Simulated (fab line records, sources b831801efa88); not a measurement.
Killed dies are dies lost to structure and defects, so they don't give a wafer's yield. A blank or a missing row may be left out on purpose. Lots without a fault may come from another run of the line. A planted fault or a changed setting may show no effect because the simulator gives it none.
fab line records | flow sky130
record lots=6 wafers=18 last_day=50
route steps=708 shown VIA2@511 METAL3@532 CAPM@537 PAD_OPEN@708
lots that met no fault: from a run of the same line without faults
start_h: hours from the record's first day to the start of the lot's first wafer shown | wait_h: hours since the lot's step before | " the same as in the row above | L1.1+2: a row that stands for several wafers | - no value, or no start given | * or withheld: withheld | < > ~ a bound
route shown NAME@n: a module of which the file shows steps, and the number in the route of the first | usual: mean/standard deviation of fault-free wafers | same: alike in all rows | chamber/n: place in a boat | sites: the reading at each site | _std_site: their standard deviation | _edge_site: outer sites' mean less inner sites' | radius_mm: how far each site lies from the wafer's centre | mask NAME#n: copy n | behind: the tool/chamber that last shaped the wafer | hold: why the lot was held/for how many hours/how that ended | device: the transistor (n, p or np) that didn't switch | end of line: the same wafers' tests at the end of the route | a step without rows: its recipe alone | killed: dies lost to structure and defects at the first sort, not the wafer's yield | map: a wafer's dies, x killed, . not, _ none there
set.NAME: the setting as run; set.NAME@STEP: as run at that earlier step | model.NAME: the simulator's own value behind a step, which no gauge read
lots at some steps of the route; a table a step, a row a wafer
services: from which hour (start_h, from the record's first day; less than 0 if before it) a tool's chamber was out of use, for how many hours, and why
## steps
# step SKY_VIA2_DEHYDRATE_04
# recipe temp_c=200 time_s=60
# step SKY_VIA2_HMDS_05
# recipe prime_time_s=60 prime_temp_c=120
# step SKY_VIA2_COAT_06
# recipe resist=BARC temp_c=withheld time_s=withheld spin_rpm=3000 resist_thk_nm=60
# step SKY_VIA2_COAT_07
# recipe resist=KrF-thick spin_rpm=3000 resist_thk_nm=450
# step SKY_VIA2_SOFTBAKE_08
# recipe temp_c=100 time_s=90 resist=KrF-thick
# step SKY_VIA2_EXPOSE_09
# recipe mask_id=VIM2 na=0.8 source_shape=annular sigma_inner=0.55 sigma_outer=0.85 target_cd_nm=200 dose_mj=38
# step SKY_VIA2_PEB_10
# recipe peb_temp_c=withheld peb_time_s=withheld resist=KrF-thick
# step SKY_VIA2_DEVELOP_11
# recipe develop_time_s=60 resist=KrF-thick dev_temp_c=20.29
# step SKY_VIA2_CD_MEAS_12
# recipe target_cd_nm=200
# usual cd_nm=200.2/1.2
# columns lot.wafer tool chamber start_h wait_h cd_nm
L122.2 cd_sem-02 - 905.91 - 200.2
L122.4 " - " " 200.0
L122.6 " - " " 200.0
L123.3 cd_sem-02 - 908.57 - 201.0
L123.4 " - " " 200.7
L123.5 " - " " 200.9
L126.3 cd_sem-02 - 910.43 - 199.6
L126.4 " - " " 199.2
L126.5 " - " " 199.0
L128.3 cd_sem-01 - 929.93 - 199.8
L128.4 " - " " 201.2
L128.5 " - " " 202.4
L135.1 cd_sem-02 - 989.89 - 200.5
L135.2 " - " " 200.0
L135.5 " - " " 199.8
L137.2 cd_sem-02 - 1004.25 - 199.9
L137.3 " - " " 200.4
L137.5 " - " " 199.8
# step SKY_VIA2_OVL_MEAS_13
# usual VIA2_OVL=0/5.7
# columns lot.wafer tool chamber start_h wait_h VIA2_OVL[nm]
L122.2 overlay-01 - 906.02 0.1 -4
L122.4 " - " " -2
L122.6 " - " " 0
L123.3 overlay-01 - 908.66 0.1 -5
L123.4 " - " " 3
L123.5 " - " " -6
L126.3 overlay-01 - 910.52 0.1 1
L126.4 " - " " 1
L126.5 " - " " 2
L128.3 overlay-01 - 930.02 0.1 -1
L128.4 " - " " -1
L128.5 " - " " 0
L135.1 overlay-02 - 990.01 0.1 1
L135.2 " - " " -11
L135.5 " - " " -2
L137.2 overlay-02 - 1004.36 0.1 6
L137.3 " - " " -2
L137.5 " - " " 4
# step SKY_VIA2_ETCH_14
# recipe chemistry=N2/H2 target=BARC ion_energy_ev=200 source_w=500 bias_w=100 pressure_mtorr=30 n2_flow_sccm=100 h2_flow_sccm=200 stop_on=SiO2 time_s=45.9 target_depth_a=600
# step SKY_VIA2_ETCH_15
# recipe target=SiO2 chemistry=C4F8/O2/Ar target_depth_nm=546 stop_on=TiN mask_material=KrF-thick source_w=1500 bias_w=1200 pressure_mtorr=40 c4f8_flow_sccm=withheld O2_flow_sccm=6 Ar_flow_sccm=300 time_s=84
# step SKY_VIA2_STRIP_16
# recipe chemistry=O2/N2 power_w=1400 pressure_mtorr=1500 platen_temp_c=withheld o2_flow_sccm=3000 n2_flow_sccm=300 overash_fraction=0.5
# usual drypump_motor_current_A=5.8/0.45 oes_product_au=0.399/0.0043 strip_time_to_endpoint_s=4.039/0.022
# columns lot.wafer tool chamber start_h wait_h drypump_motor_current_A oes_product_au rf_hours_counter_h strip_time_to_endpoint_s
L122.2 plasma_asher-03 0 906.15 0.0 6.2 0.400 111 4.062
L122.4 " 1 " " 5.8 0.396 - 4.041
L122.6 " 1 " " 5.8 0.396 - 4.065
L123.3 plasma_asher-04 0 908.82 0.1 6.3 0.392 - 4.040
L123.4 " 1 " " 4.8 0.395 - 4.013
L123.5 " 1 " " 4.8 0.391 - 4.031
L126.3 plasma_asher-04 0 910.68 0.1 6.3 0.389 - 4.039
L126.4 " 1 " " 4.8 0.407 - 4.042
L126.5 " 0 " " 6.3 0.395 - 4.058
L128.3 plasma_asher-04 0 930.18 0.1 6.3 0.403 - 4.062
L128.4 " 1 " " 4.8 0.405 - 4.059
L128.5 " 1 " " 4.8 0.395 - 4.067
L135.1 plasma_asher-03 1 990.15 0.0 5.8 0.398 119 4.035
L135.2 " 0 " " 6.2 0.396 119 4.038
L135.5 " 0 " " 6.2 0.396 - 4.033
L137.2 plasma_asher-03 1 1004.49 0.0 5.8 0.395 120 3.999
L137.3 " 1 " " 5.8 0.395 - 4.031
L137.5 " 0 " " 6.2 0.397 - 4.046
# step SKY_VIA2_STRIP_17
# recipe chemistry=post_etch_residue_remover time_s=1200 temp_c=72.5
# step SKY_VIA2_CLEAN_18
# recipe chemistry=IPA time_s=180 temp_c=25
# step SKY_VIA2_CLEAN_19
# recipe chemistry=O3/DIW dry=n2_spin
# step SKY_VIA2_SPUTTER_20
# recipe material=TiN target_thk_nm=20 chamber_pressure_pa=5 power_w=4000 time_s=80
# step SKY_VIA2_CVD_21
# recipe material=W target_thk_nm=420 time_s=126.4 temp_c=400 pressure_torr=40
# step SKY_VIA2_RS_MEAS_22
# recipe thk_meas_gauge=four-point-probe reads=W_of_VIA2_CVD_21+TiN_of_VIA2_SPUTTER_20
# usual VIA2_W_RS=0.272/0.0032
# columns lot.wafer tool chamber start_h wait_h VIA2_W_RS[ohm/sq]
L122.2 film_metro-04 - 906.96 0.1 0.273
L122.4 " - " " 0.279
L122.6 " - " " 0.275
L123.3 film_metro-01 - 909.62 0.1 0.276
L123.4 " - " " 0.274
L123.5 " - " " 0.270
L126.3 film_metro-01 - 911.48 0.1 0.273
L126.4 " - " " 0.276
L126.5 " - " " 0.274
L128.3 film_metro-01 - 931.01 0.1 0.276
L128.4 " - " " 0.269
L128.5 " - " " 0.271
L135.1 film_metro-03 - 990.94 0.1 0.275
L135.2 " - " " 0.275
L135.5 " - " " 0.274
L137.2 film_metro-03 - 1005.35 0.2 0.274
L137.3 " - " " 0.275
L137.5 " - " " 0.274
# step SKY_VIA2_THK_MEAS_23
# recipe thk_meas_gauge=xrf reads=W_of_VIA2_CVD_21
# usual VIA2_W_THK=414/7
# columns lot.wafer tool chamber start_h wait_h VIA2_W_THK[nm]
L122.2 film_metro-04 - 907.07 0.1 416
L122.4 " - " " 408
L122.6 " - " " 415
L123.3 film_metro-01 - 909.72 0.1 410
L123.4 " - " " 413
L123.5 " - " " 418
L126.3 film_metro-01 - 911.58 0.1 411
L126.4 " - " " 407
L126.5 " - " " 412
L128.3 film_metro-01 - 931.11 0.1 415
L128.4 " - " " 425
L128.5 " - " " 422
L135.1 film_metro-03 - 991.06 0.1 406
L135.2 " - " " 403
L135.5 " - " " 409
L137.2 film_metro-03 - 1005.46 0.1 402
L137.3 " - " " 402
L137.5 " - " " 406
# step SKY_VIA2_CMP_24
# recipe stop_on=SiO2 t_overpolish_s=20 down_force_psi=3.5 platen_rpm=60 target_thk_nm=0 pad_velocity_m_s=0.94248
# usual motor_current_A=11.4/1 overpolish_run_s=20.001/0.009 platen_rpm=60.00/0.039 time_to_endpoint_s=102.3/3
# columns lot.wafer tool chamber start_h wait_h motor_current_A overpolish_run_s platen_rpm time_to_endpoint_s
L122.2 cmp-01 1 907.22 0.1 12.6 19.994 59.99 99.8
L122.4 " 2 " " 11.5 20.001 59.99 102.0
L122.6 " 3 " " 12.3 20.018 59.98 102.4
L123.4 cmp-02 0 909.86 0.1 12.6 19.992 59.98 103.3
L123.3 " 1 " " 9.6 20.002 59.99 103.3
L123.5 " 3 " " 9.7 20.002 60.01 102.4
L126.4 cmp-01 1 911.62 0.0 12.9 20.005 59.95 98.2
L126.3 " 3 " " 11.8 19.990 59.99 98.5
L126.5 " 1 " " 12.6 19.997 59.92 99.9
L128.3 cmp-01 1 931.15 0.0 12.9 20.013 59.96 100.4
L128.4 " 2 " " 11.5 19.997 60.02 98.0
L128.5 " 2 " " 11.4 20.004 59.99 104.6
L135.1 cmp-02 2 991.12 0.1 11.3 19.979 59.99 103.7
L135.2 " 0 " " 12.5 20.004 60.00 102.5
L135.5 " 2 " " 11.0 20.008 60.01 104.0
L137.3 cmp-01 1 1005.51 0.0 12.2 20.005 60.01 96.1
L137.2 " 0 " " 11.0 20.007 60.02 101.1
L137.5 " 1 " " 12.3 19.995 59.99 99.7
# step SKY_METAL3_SPUTTER_00
# recipe material=Ti target_thk_nm=15 power_w=3000 time_s=10 chamber_pressure_pa=0.4
# step SKY_METAL3_SPUTTER_01
# recipe material=TiN target_thk_nm=20 power_w=6500 time_s=16.7 chamber_pressure_pa=0.4
# usual throttle_valve_pct=29.8/0.85
# columns lot.wafer tool chamber start_h wait_h throttle_valve_pct
L122.2 pvd_sputter-04 - 907.45 0.0 29.3
L122.4 " - " " 30.0
L122.6 " - " " 30.2
L123.3 pvd_sputter-04 - 910.08 0.0 30.1
L123.4 " - " " 29.9
L123.5 " - " " 29.9
L126.3 pvd_sputter-02 - 911.94 0.0 29.9
L126.4 " - " " 29.7
L126.5 " - " " 30.9
L128.3 pvd_sputter-02 - 931.47 0.0 30.7
L128.4 " - " " 30.5
L128.5 " - " " 31.7
L135.1 pvd_sputter-02 - 991.44 0.0 31.6
L135.2 " - " " 30.5
L135.5 " - " " 30.2
L137.2 pvd_sputter-03 - 1005.83 0.0 28.2
L137.3 " - " " 29.2
L137.5 " - " " 28.8
# step SKY_METAL3_SPUTTER_02
# recipe material=AlCu target_thk_nm=735 power_w=10600 time_s=39.1 chamber_pressure_pa=0.4
# step SKY_METAL3_SPUTTER_03
# recipe material=Ti target_thk_nm=5 power_w=3000 time_s=3.3 chamber_pressure_pa=0.4
# usual throttle_valve_pct=29.8/0.84
# columns lot.wafer tool chamber start_h wait_h throttle_valve_pct
L122.2 pvd_sputter-04 - 907.51 0.0 29.2
L122.4 " - " " 30.1
L122.6 " - " " 29.9
L123.3 pvd_sputter-04 - 910.15 0.0 29.7
L123.4 " - " " 29.8
L123.5 " - " " 30.2
L126.3 pvd_sputter-02 - 912.00 0.0 29.9
L126.4 " - " " 30.0
L126.5 " - " " 30.8
L128.3 pvd_sputter-02 - 931.54 0.0 30.5
L128.4 " - " " 30.5
L128.5 " - " " 31.7
L135.1 pvd_sputter-02 - 991.50 0.0 31.7
L135.2 " - " " 30.7
L135.5 " - " " 29.8
L137.2 pvd_sputter-03 - 1005.89 0.0 28.0
L137.3 " - " " 29.2
L137.5 " - " " 28.9
# step SKY_METAL3_SPUTTER_04
# recipe material=TiN target_thk_nm=70 power_w=6500 time_s=58.3 chamber_pressure_pa=0.4
# usual throttle_valve_pct=29.8/0.84
# columns lot.wafer tool chamber start_h wait_h throttle_valve_pct
L122.2 pvd_sputter-04 - 907.53 0.0 29.7
L122.4 " - " " 30.0
L122.6 " - " " 29.7
L123.3 pvd_sputter-04 - 910.17 0.0 30.0
L123.4 " - " " 29.9
L123.5 " - " " 29.8
L126.3 pvd_sputter-02 - 912.02 0.0 30.1
L126.4 " - " " 30.0
L126.5 " - " " 30.8
L128.3 pvd_sputter-02 - 931.56 0.0 30.6
L128.4 " - " " 30.7
L128.5 " - " " 31.5
L135.1 pvd_sputter-02 - 991.52 0.0 31.5
L135.2 " - " " 30.6
L135.5 " - " " 30.0
L137.2 pvd_sputter-03 - 1005.91 0.0 28.2
L137.3 " - " " 29.4
L137.5 " - " " 28.9
# step SKY_CAPM_CVD_00
# recipe material=SiO2 target_thk_nm=15.5 temp_c=400 time_s=withheld rf_w=450
# usual heater_power_w=765/120 susceptor_temp_C=399.98/0.21
# columns lot.wafer tool chamber start_h wait_h heater_power_w susceptor_temp_C
L122.2 pecvd-01 1 907.58 0.0 731 400.13
L122.4 " 2 " " 753 400.15
L122.6 " 0 " " 881 400.25
L123.3 pecvd-03 0 910.22 0.0 854 400.27
L123.4 " 2 " " 604 399.80
L123.5 " 1 " " 957 399.64
L126.3 pecvd-01 0 912.07 0.0 831 400.40
L126.4 " 0 " " 823 399.93
L126.5 " 2 " " 696 399.73
L128.3 pecvd-04 0 931.60 0.0 680 400.48
L128.4 " 0 " " 678 400.00
L128.5 " 1 " " 502 399.79
L135.1 pecvd-01 2 991.57 0.0 783 400.03
L135.2 " 1 " " 724 400.48
L135.5 " 2 " " 763 400.09
L137.2 pecvd-01 2 1005.96 0.0 724 399.93
L137.3 " 2 " " 722 399.81
L137.5 " 0 " " 741 400.07
# step SKY_CAPM_THK_MEAS_01
# recipe reads=SiO2_of_CAPM_CVD_00
# usual CAPM_CVD_00_THK=15.47/0.19
# columns lot.wafer tool chamber start_h wait_h CAPM_CVD_00_THK[nm]
L122.2 film_metro-02 - 907.61 - 15.18
L122.4 " - " " 15.70
L122.6 " - " " 15.58
L123.3 film_metro-02 - 910.26 - 15.24
L123.4 " - " " 15.54
L123.5 " - " " 15.18
L126.3 film_metro-04 - 912.11 - 15.20
L126.4 " - " " 15.43
L126.5 " - " " 15.36
L128.3 film_metro-03 - 931.65 - 15.21
L128.4 " - " " 15.56
L128.5 " - " " 15.56
L135.1 film_metro-04 - 991.59 - 15.44
L135.2 " - " " 15.39
L135.5 " - " " 15.38
L137.2 film_metro-04 - 1006.00 - 15.24
L137.3 " - " " 15.46
L137.5 " - " " 15.56
# step SKY_CAPM_SPUTTER_02
# recipe material=TiN target_thk_nm=200 temp_c=300 power_w=6500 time_s=174.7 chamber_pressure_pa=0.4
# step SKY_CAPM_RS_MEAS_03
# recipe thk_meas_gauge=four-point-probe reads=TiN_of_CAPM_SPUTTER_02
# usual CAPM_TIN_RS=6.57/0.066
# columns lot.wafer tool chamber start_h wait_h CAPM_TIN_RS[ohm/sq]
L122.2 film_metro-04 - 907.79 0.1 6.52
L122.4 " - " " 6.54
L122.6 " - " " 6.55
L123.3 film_metro-04 - 910.45 0.1 6.55
L123.4 " - " " 6.58
L123.5 " - " " 6.54
L126.3 film_metro-04 - 912.30 0.1 6.58
L126.4 " - " " 6.57
L126.5 " - " " 6.61
L128.3 film_metro-02 - 931.84 0.1 6.55
L128.4 " - " " 6.58
L128.5 " - " " 6.63
L135.1 film_metro-03 - 991.76 0.1 6.56
L135.2 " - " " 6.47
L135.5 " - " " 6.52
L137.2 film_metro-02 - 1006.18 0.1 6.52
L137.3 " - " " 6.54
L137.5 " - " " 6.54
# step SKY_CAPM_THK_MEAS_04
# recipe thk_meas_gauge=xrf reads=TiN_of_CAPM_SPUTTER_02
# usual CAPM_TIN_THK=213.9/2.7
# columns lot.wafer tool chamber start_h wait_h CAPM_TIN_THK[nm]
L122.2 film_metro-04 - 907.90 0.1 217.9
L122.4 " - " " 216.7
L122.6 " - " " 216.2
L123.3 film_metro-04 - 910.55 0.1 215.5
L123.4 " - " " 215.3
L123.5 " - " " 216.4
L126.3 film_metro-04 - 912.40 0.1 215.9
L126.4 " - " " 214.5
L126.5 " - " " 213.1
L128.3 film_metro-02 - 931.94 0.1 213.7
L128.4 " - " " 211.7
L128.5 " - " " 210.5
L135.1 film_metro-03 - 991.88 0.1 217.5
L135.2 " - " " 218.7
L135.5 " - " " 217.7
L137.2 film_metro-02 - 1006.29 0.1 214.1
L137.3 " - " " 213.7
L137.5 " - " " 212.2
# step SKY_CAPM_DEHYDRATE_05
# recipe temp_c=200 time_s=60
# step SKY_CAPM_HMDS_06
# recipe prime_time_s=60 prime_temp_c=120
# step SKY_CAPM_COAT_07
# recipe resist=NOVOLAK spin_rpm=3000 resist_thk_nm=1140
# step SKY_CAPM_SOFTBAKE_08
# recipe temp_c=90 time_s=60 resist=NOVOLAK
# step SKY_CAPM_EXPOSE_09
# recipe mask_id=CAPM na=0.6 source_shape=conventional sigma_outer=0.6 polarization=unpolarized target_cd_nm=1000 dose_mj=159
# step SKY_CAPM_PEB_10
# recipe temp_c=withheld time_s=* resist=NOVOLAK
# step SKY_CAPM_DEVELOP_11
# recipe resist=NOVOLAK developer=TMAH develop_time_s=60 dev_temp_c=23
# step SKY_CAPM_OVL_MEAS_12
# usual CAPM_OVL=1.0/1.6
# columns lot.wafer tool chamber start_h wait_h CAPM_OVL[nm]
L122.2 overlay-01 - 932.05 0.1 1.4
L122.4 " - " " -0.1
L122.6 " - " " 1.4
L123.3 overlay-01 - 934.41 0.1 0.1
L123.4 " - " " 1.3
L123.5 " - " " 1.3
L126.3 overlay-01 - 937.10 0.1 2.8
L126.4 " - " " 0.8
L126.5 " - " " 0.9
L128.3 overlay-02 - 956.41 0.1 1.6
L128.4 " - " " 1.9
L128.5 " - " " 1.0
L135.1 overlay-02 - 1014.19 0.1 2.7
L135.2 " - " " 4.3
L135.5 " - " " 1.0
L137.2 overlay-01 - 1027.95 0.1 -1.6
L137.3 " - " " -1.2
L137.5 " - " " -2.3
# step SKY_CAPM_METAL_ETCH_13
# recipe target_depth_nm=220 stop_on=SiO2 chemistry=Cl2/BCl3 target=TiN pressure_mtorr=10 icp_w=900 bias_w=48.5 Cl2_flow_sccm=60 bcl3_flow_sccm=30 time_s=62.9
# step SKY_CAPM_STRIP_14
# recipe chemistry=O2/N2 power_w=1400 pressure_mtorr=1500 platen_temp_c=withheld o2_flow_sccm=3000 n2_flow_sccm=300 overash_fraction=0.5
# step SKY_CAPM_STRIP_15
# recipe chemistry=post_etch_residue_remover time_s=1200 temp_c=72.5
# step SKY_PAD_OPEN_PROBE_99
# usual defect_limited_yield=82.3/2.1 killed_at_M0_to_M3=43/7.4 killed_at_M4_up=3.1/1.8 killed_at_contacts=26/5.6 killed_at_front_end=15/4.9 killed_at_other=0.2/0.44 killed_dies=87/10 killed_open=48/7.6 killed_short=39/6.2 sort_bin_3_pad_short=0.9/0.43 sort_bin_5_function=10.5/1.5 sort_bin_6_memory=6.3/1.2 sort_n_pass=405/10 sort_yield_pct=82.3/2.1
# same gross_dies=492 killed_at_back_side=0 sort_bin_4_leakage[%]=0 sort_bin_8_speed[%]=0
# columns lot.wafer tool chamber start_h wait_h defect_limited_yield[%] killed_at_M0_to_M3 killed_at_M4_up killed_at_contacts killed_at_front_end killed_at_other killed_dies killed_open killed_short sort_bin_3_pad_short[%] sort_bin_5_function[%] sort_bin_6_memory[%] sort_n_pass sort_yield_pct[%] model.etest.tester.sort_n_pass model.etest.tester.sort_yield_pct model.etest.tester.sort_bin_5_pct model.etest.tester.sort_bin_3_pct
L123.3 prober-02 - 1123.58 0.2 81.7 47 5 25 11 2 90 44 45 0.8 11.2 6.3 402 81.7 402 81.71 11.18 0.813
L123.4 prober-02 - 1123.63 0.2 80.5 44 4 28 20 0 96 58 38 2.0 10.6 6.9 396 80.5 396 80.49 10.57 2.033
L123.5 prober-02 - 1123.68 0.2 85.8 35 2 25 7 1 70 39 30 0.6 8.9 4.7 422 85.8 422 85.77 8.943 0.6098
L126.3 prober-01 - 1125.67 0.2 83.9 39 4 27 9 0 79 38 40 0.6 10.0 5.5 413 83.9 413 83.94 9.959 0.6098
L126.4 prober-01 - 1125.72 0.2 81.1 32 6 40 15 0 93 58 35 0.8 12.2 5.9 399 81.1 399 81.1 12.2 0.813
L126.5 prober-01 - 1125.77 0.2 82.3 35 2 36 14 0 87 53 34 1.2 9.8 6.7 405 82.3 405 82.32 9.756 1.22
L135.1 prober-01 - 1184.10 0.1 71.5 97 1 30 12 0 140 43 43 2.8 16.9 8.7 352 71.5 352 71.54 16.87 2.846
L135.5 prober-01 - 1184.30 0.2 81.3 52 1 25 14 0 92 45 46 0.6 10.2 7.9 400 81.3 400 81.3 10.16 0.6098
L137.2 prober-02 - 1192.74 0.1 76.0 80 2 21 15 0 118 38 34 4.1 14.6 5.3 374 76.0 374 76.02 14.63 4.065
L137.3 prober-02 - 1192.79 0.2 71.5 87 3 33 17 0 140 50 40 2.8 19.5 6.1 352 71.5 352 71.54 19.51 2.846
L137.5 prober-02 - 1192.89 0.2 83.7 32 5 29 14 0 80 43 36 0.8 12.0 3.5 412 83.7 412 83.74 11.99 0.813
# killed by level:class
L123.3 METAL1:geometric_particle:short=10 LI_CONTACT:geometric_particle:open=8 VIA1:geometric_particle:open=8 VIA2:geometric_particle:open=7 METAL2:geometric_particle:short=5 CONTACT:geometric_particle:open=5 CONTACT:geometric_particle:short=5 LI_CONTACT:geometric_particle:short=4
L123.4 CONTACT:geometric_particle:open=16 VIA2:geometric_particle:open=10 VIA1:geometric_particle:open=9 LI_CONTACT:geometric_particle:open=6 METAL1:geometric_particle:short=6 FIELD_ISO:geometric_particle:short=5 FIELD_ISO:geometric_particle:open=4 POLY_GATE:geometric_particle:open=4
L123.5 CONTACT:geometric_particle:open=14 VIA2:geometric_particle:open=7 METAL2:geometric_particle:short=6 VIA1:geometric_particle:open=4 VIA2:geometric_particle:short=4 FIELD_ISO:geometric_particle:open=3 LI_CONTACT:geometric_particle:open=3 LI_CONTACT:geometric_particle:short=3
L126.3 CONTACT:geometric_particle:open=11 METAL1:geometric_particle:short=8 VIA1:geometric_particle:open=8 METAL2:geometric_particle:short=6 LI_CONTACT:geometric_particle:open=5 CONTACT:geometric_particle:short=5 LOCAL_INTERCONNECT:geometric_particle:short=4 VIA3:geometric_particle:open=4
L126.4 CONTACT:geometric_particle:open=18 LI_CONTACT:geometric_particle:open=9 VIA1:geometric_particle:open=8 CONTACT:geometric_particle:short=7 VIA3:geometric_particle:open=5 VIA2:geometric_particle:open=4 VIA3:geometric_particle:short=4 FIELD_ISO:geometric_particle:open=3
L126.5 CONTACT:geometric_particle:open=15 VIA1:geometric_particle:open=10 FIELD_ISO:geometric_particle:short=8 LI_CONTACT:geometric_particle:open=7 VIA1:geometric_particle:short=6 VIA2:geometric_particle:open=6 LOCAL_INTERCONNECT:geometric_particle:short=5 VIA3:geometric_particle:open=5
L135.1 VIA2:unspecified=53 VIA1:geometric_particle:open=9 VIA1:geometric_particle:short=8 LOCAL_INTERCONNECT:geometric_particle:short=7 CONTACT:geometric_particle:open=7 VIA2:geometric_particle:open=7 CONTACT:geometric_particle:short=6 FIELD_ISO:geometric_particle:open=5
L135.5 VIA1:geometric_particle:open=11 CONTACT:geometric_particle:open=7 METAL2:geometric_particle:short=7 VIA3:geometric_particle:open=7 VIA1:geometric_particle:short=6 METAL3:geometric_particle:short=5 LI_CONTACT:geometric_particle:short=5 FIELD_ISO:geometric_particle:short=4
L137.2 VIA2:unspecified=46 LOCAL_INTERCONNECT:geometric_particle:short=7 VIA1:geometric_particle:open=7 LI_CONTACT:geometric_particle:open=6 VIA1:geometric_particle:short=5 VIA3:geometric_particle:open=5 FIELD_ISO:geometric_particle:open=4 POLY_GATE:geometric_particle:open=4
L137.3 VIA2:unspecified=50 CONTACT:geometric_particle:short=12 LI_CONTACT:geometric_particle:open=9 VIA1:geometric_particle:open=8 CONTACT:geometric_particle:open=7 VIA2:geometric_particle:open=7 FIELD_ISO:geometric_particle:open=6 VIA3:geometric_particle:open=4
L137.5 CONTACT:geometric_particle:open=10 LI_CONTACT:geometric_particle:open=8 VIA3:geometric_particle:open=7 METAL1:geometric_particle:short=6 METAL2:geometric_particle:short=6 POLY_GATE:geometric_particle:short=5 CONTACT:geometric_particle:short=5 POLY_GATE:geometric_particle:open=4
# map L135.1 (x killed, . not)
__________.xx..x.xxx_________
________.....xxx.xx.xx_______
______........xxxxxxxxx._____
_____xx......xxxxxxxxx...____
____x.x......xxxxxxxxxx.x.___
___xx........x.xxxxxx......__
__...x..x......xxxxxxxx....._
_..x..x.......xx.xxx.....x...
_.........x..xx......x..x....
_..x..x.x.x..................
_..x.x......x.x..x...x.....x.
_.....x....x.x.x....x.....x..
_xxxx....x...xx........x.x..x
_...x.....x.x............x..x
_.........x......x.....x.....
__...x........x.x..xxxxx.x.._
___x.............x.........__
____...x....xx........x...___
_____......x...........xx____
______.xx............x.._____
________x.x........x.._______
__________...x....xx_________
# map L137.3 (x killed, . not)
__________...x...xx._________
________.x....xxxxxxxx_______
______.......x.xxxxxxxx._____
_____..x.....xxxxxxxx....____
____......xx.xxxxxxxxx....___
___....x.....xxxxxxxx.....x__
__.x..........xxxxxx..x..x.._
_.......xx..x.....x.xx.....x.
_.x...x.....xx.......x.x.....
_.......x.....x..x...x..x.xxx
_.xx.xxx.x....x.....xxxx...x.
_.x......x......x....x...x.x.
_..x.x.............x.x..x...x
_...xxx............x.x....x..
_.........x..x..x....x...x...
__..xx.....xx......xx.x....._
___....................x...__
____..x..........x.x.x....___
_____.....x..x.......xx..____
______.x..x..x.x........_____
________..x....x..x..._______
__________.........x_________
## services
# columns tool chamber start_h hours kind
pvd_sputter-02 - 882.23 5.3 repair
plasma_asher-04 - 888.12 1.5 repair
pvd_sputter-02 0 897.72 - consumable_replace:kit
pvd_sputter-02 0 897.72 18.0 scheduled_down
pvd_sputter-02 0 897.72 18.0 vent_cycle
cmp-02 - 908.08 1.3 repair
cmp-02 - 912.09 4.0 pm
cmp-01 - 921.28 2.9 repair
cmp-02 - 930.59 5.5 pm
pecvd-01 2 937.17 2.1 scheduled_down
cmp-02 - 940.08 0.4 repair
cmp-01 - 943.30 7.2 pm
pecvd-01 - 943.99 6.9 repair
cmp-02 - 958.95 0.6 repair
pvd_sputter-03 - 966.55 3.4 repair
cmp-02 - 972.51 2.8 repair
cmp-01 - 977.89 4.7 pm
pecvd-03 2 982.20 17.6 repair
pecvd-03 0 992.09 3.8 repair
pecvd-01 0 993.66 2.1 scheduled_down
plasma_asher-04 - 994.84 1.9 repair
pecvd-01 1 999.38 - clean
cmp-02 - 1002.71 3.6 repair
pvd_sputter-02 - 1005.81 5.8 repair
## key
first_sign step=SKY_PAD_OPEN_PROBE_99 reading=killed_at_M0_to_M3 direction=up sigmas=6 usual=43 struck=88
effect step=SKY_PAD_OPEN_PROBE_99 reading=sort_bin_3_pad_short direction=up sigmas=5.5 usual=0.9 struck=3.3
model_effect step=SKY_PAD_OPEN_PROBE_99 value=etest.tester.sort_n_pass without=403 struck=359.3
met_at SKY_VIA2_STRIP_16
struck_wafers L135.1,L137.2,L137.3
onset_between 906.15 990.15
fault kind=chamber_particle_source tool=plasma_asher-03 chamber=1 onset_h=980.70 steps=SKY_VIA2_STRIP_16 rate_per_visit_cm2=0.77883 end_h=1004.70
